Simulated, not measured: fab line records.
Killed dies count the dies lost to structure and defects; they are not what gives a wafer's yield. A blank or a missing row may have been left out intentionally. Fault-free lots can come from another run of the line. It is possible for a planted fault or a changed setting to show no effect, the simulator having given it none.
Struck lot and sound lot, side by side	flow sky130	32 steps out of a route of 708
Sound: these wafers, L557.2, L557.4, L557.5. Struck: wafers L561.1, L561.3, L561.6. The cause is named last.
For every step that has rows: the tool of each side, followed by ch and its chambers, followed by its first start. Under that, the readings that differ: sound wafers	struck wafers	difference of the means	sigmas: that difference in standard deviations of wafers without a fault.
alike: words and numbers the same on both sides, and readings whose means are apart by under 2 such deviations; not compared: readings that were withheld, readings missing a value for some wafer, numbers with overlapping values and no deviation given by the record, and bounds like >300 which may hide the same value.
A row with sigmas, a row that says differs or no value, or rows on one side alone: a step with any of these is where the two part. Numbers that don't overlap but have no deviation are shown without sigmas and don't part them. Lack of a reading on every wafer of one side parts them only where that side has two or more wafers.

SKY_PWDE_OVL_MEAS_07:
  struck on overlay-01, day 7 13:12; sound on overlay-01, day 6 18:10
  alike: PWDE_OVL
next, for these wafers, 1 step has no rows: SKY_PWDE_IMPLANT_08.
SKY_PWDE_STRIP_09: strips in O2/N2.
  sound on plasma-asher-01 ch 1, day 6 18:20; struck on plasma-asher-02 ch 0, day 7 13:23
reading	sound	struck	difference	sigmas
drypump-motor-current-A (A)	6.4 6.4 6.3	5.5 5.5 5.5	-0.9	-3
  alike: oes-product-au, strip-time-to-endpoint-s
  not compared: rf-hours-counter-h
SKY_PWDE_TW_MEAS_10:
  struck on film-metro-01, day 7 13:29; sound on film-metro-01, day 6 18:27
  alike: PWDE_TW
then, 7 steps without rows for these wafers: SKY_NWELL_DEHYDRATE_03 (time 60 s); SKY_NWELL_HMDS_04 (prime time 60 s); SKY_NWELL_COAT_05 (resist thk 3000 nm); SKY_NWELL_SOFTBAKE_06; SKY_NWELL_EXPOSE_07 (exposes mask NWM, target cd 840 nm); SKY_NWELL_PEB_08; SKY_NWELL_DEVELOP_09 (develop time 60 s).
SKY_NWELL_OVL_MEAS_10:
  struck on overlay-01, day 8 08:39; sound on overlay-01, day 7 12:52
  alike: NWELL_00_OVL
SKY_NWELL_IMPLANT_11:
  sound on implanter-02 ch 0, day 7 12:55; struck on implanter-02 ch 0, day 8 08:41
reading	sound	struck	difference	sigmas
beam-energy-keV	400.05 399.90 400.02	468.86 468.94 468.84	+68.89	+99 or more
model.implant.rp-nm (nm)	486.9 486.9 486.9	568.2 568.2 568.2	+81.3	
model.implant.drp-nm (nm)	116.9 116.9 116.9	126.4 126.4 126.4	+9.5	
  alike: faraday-current-uA
then, 2 steps without rows for these wafers: SKY_NWELL_IMPLANT_12; SKY_NWELL_IMPLANT_13.
SKY_NWELL_STRIP_14: strips in O2/N2.
  sound on plasma-asher-01 ch 1, day 7 13:20; struck on plasma-asher-04 ch 0,1, day 8 09:08
reading	sound	struck	difference	sigmas
oes-product-au (a.u.)	0.725 0.722 0.726	0.713 0.716 0.716	-0.009	-2
  alike: drypump-motor-current-A, strip-time-to-endpoint-s
  not compared: rf-hours-counter-h
SKY_NWELL_TW_MEAS_15:
  struck on film-metro-03, day 8 09:14; sound on film-metro-03, day 7 13:27
  alike: NWELL_TW
then, 7 steps without rows for these wafers: SKY_NWELL_DEHYDRATE_16 (time 60 s); SKY_NWELL_HMDS_17 (prime time 60 s); SKY_NWELL_COAT_18 (resist thk 3000 nm); SKY_NWELL_SOFTBAKE_19; SKY_NWELL_EXPOSE_20 (exposes mask NWM COMPLEMENT, target cd 840 nm); SKY_NWELL_PEB_21; SKY_NWELL_DEVELOP_22 (develop time 60 s).
SKY_NWELL_OVL_MEAS_23:
  struck on overlay-01, day 9 05:57; sound on overlay-02, day 8 08:27
  alike: NWELL_01_OVL
next, for these wafers, 1 step has no rows: SKY_NWELL_IMPLANT_24.
SKY_NWELL_STRIP_25: strips in O2/N2.
  sound on plasma-asher-04 ch 0,1, day 8 08:38; struck on plasma-asher-04 ch 0,1, day 9 06:08
  alike: drypump-motor-current-A, oes-product-au, strip-time-to-endpoint-s
  not compared: rf-hours-counter-h
SKY_NWELL_TW_MEAS_26:
  struck on film-metro-02, day 9 06:14; sound on film-metro-03, day 8 08:44
  alike: NWELL_2_TW
then, 1 step without rows for these wafers: SKY_NWELL_CLEAN_27 (cleans in SC1/SC2, time 150 s).
SKY_NWELL_RTA_28: time 30 s.
  sound on rtp-anneal-01 ch 0, day 8 08:52; struck on rtp-anneal-02 ch 0, day 9 06:22
  alike: lamp-power-pct, wafer_temp_C_max
SKY_NWELL_RS_MEAS_29: measurement is done with a four-point probe.
  struck on film-metro-01, day 9 06:28; sound on film-metro-02, day 8 08:58
reading	sound	struck	difference	sigmas
NWELL_RS (ohm/sq)	622.0 622.7 623.6	603.5 604.9 604.4	-18.5	-12
-- the record jumps here: 40 days lie between the struck wafers' starts before and after (it left off in module NWELL and takes up again in module PAD_OPEN, whose first step shown is number 708 of the route) --
SKY_PAD_OPEN_PROBE_99:
  struck on prober-01, day 49 13:55; sound on prober-02, day 48 15:15
reading	sound	struck	difference	sigmas
model.etest.nfet_16v.r-on-ohm-um	1.386e+04 1.387e+04 1.383e+04	1.59e+04 1.565e+04 1.595e+04	+1.98e+03	
model.etest.pfet_16v.r-on-ohm-um	1.56e+04 1.564e+04 1.549e+04	1.426e+04 1.433e+04 1.482e+04	-1.107e+03	
model.etest.res-nwell.line-ohm-um	1167 1156 1156	900.6 896.3 917.6	-254.8	
model.etest.res-nwell.rs-ohm-sq	997.8 974.9 984.2	772.2 767 779.4	-212.8	
model.etest.pfet-g5v0d10v5.r-on-ohm-um	4810 4793 4766	4679 4619 4719	-117	
model.etest.tip_p_5v.rs-ohm-sq	2856 2838 2866	2761 2787 2764	-83	
model.etest.pfet-g5v0d10v5.drive-ua-um	338.1 334.9 338.7	352.8 357.5 353.2	+17.3	
model.etest.pfet_16v.drive-ua-um	243.6 242.8 243.3	269.1 271.2 263.8	+24.8	
  alike: killed_at_M0_to_M3, killed_at_M4_up, killed-at-contacts, killed-at-front-end, killed-at-other, killed-dies, killed-open, killed-short

## WHERE THEY PART
Earliest at SKY_PWDE_STRIP_09; latest, in this record, at SKY_NWELL_RS_MEAS_29. Later steps at which nothing parts them and some readings are alike: SKY_PAD_OPEN_PROBE_99.

WHY: what had been put in by the simulator
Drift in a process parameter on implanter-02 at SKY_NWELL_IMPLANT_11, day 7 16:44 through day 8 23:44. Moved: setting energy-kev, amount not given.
